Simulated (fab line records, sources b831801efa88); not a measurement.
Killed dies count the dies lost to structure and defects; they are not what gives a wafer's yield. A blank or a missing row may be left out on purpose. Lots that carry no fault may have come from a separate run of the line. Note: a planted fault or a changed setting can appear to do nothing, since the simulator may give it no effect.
What tool caused it? ; flow sky130 ; 20 wafers from 7 lots sampled at 2 of the route's 708 steps

## WHAT THE GAUGES SHOWED, per wafer
SKY_VT_ADJUST_HVTP_CD_MEAS_07: target cd 380 nm.
lot;measured;on;cd-nm (nm)
L569;day 6 13:35;cd-sem-02;378.3 377.2 376.8
L572;day 7 05:33;cd-sem-02;378.3 374.1 376.6
L575;day 7 23:49;cd-sem-02;382.0 379.4 380.4
L579;day 9 07:41;cd-sem-02;380.2 380.8 381.5
L585;day 10 21:10;cd-sem-01;- -
L588;day 11 10:37;cd-sem-02;380.0 373.9 378.2
L590;day 12 00:23;cd-sem-02;381.3 383.0 380.6

## WHICH TOOL RAN EACH LOT (tool, then ch and the chambers of the sampled wafers, then the start)
lot;SKY_VT_ADJUST_HVTP_DEVELOP_06
L569;litho-track-04 ch 0, day 6 13:26
L572;litho-track-01 ch 0, day 7 05:24
L575;litho-track-03 ch 0, day 7 23:40
L579;litho-track-01 ch 0, day 9 07:33
L585;litho-track-01 ch 0, day 10 21:01
L588;litho-track-03 ch 0, day 11 10:28
L590;litho-track-04 ch 0, day 12 00:14
- SKY_VT_ADJUST_HVTP_DEVELOP_06: develop time 60 s.

## THE ANSWER, worked out from the rows above alone
Rule: the usual values come from the lots themselves. Put in order of their means at a reading, lots are off if they are a third of the lots or fewer, leave a main group of 4 or more, and stand apart from it by a gap of 3 or more times the standard deviation of the main group's means; of several such gaps the widest counts. The tables above print the reading to a certain number of digits; a main group whose means all agree to those digits is not used. Also off: a lot with no number at a reading for which 4 or more lots have one. The other lots that the step has rows for count as sound.
Off: L585, at SKY_VT_ADJUST_HVTP_CD_MEAS_07 (cd-nm). Without a number there: L585. The main group: mean 379.0 nm, standard deviation 2.
A tool fits if, at a process step before that reading, it ran every lot that is off, and no sound lot after the first of them. Gauges at SKY_VT_ADJUST_HVTP_CD_MEAS_07: tried the same way as those tools. Can't be told from this: 2 tools fit, litho-track-01 at SKY_VT_ADJUST_HVTP_DEVELOP_06, cd-sem-01 at SKY_VT_ADJUST_HVTP_CD_MEAS_07.

## WHAT WAS PUT IN BY THE SIMULATOR
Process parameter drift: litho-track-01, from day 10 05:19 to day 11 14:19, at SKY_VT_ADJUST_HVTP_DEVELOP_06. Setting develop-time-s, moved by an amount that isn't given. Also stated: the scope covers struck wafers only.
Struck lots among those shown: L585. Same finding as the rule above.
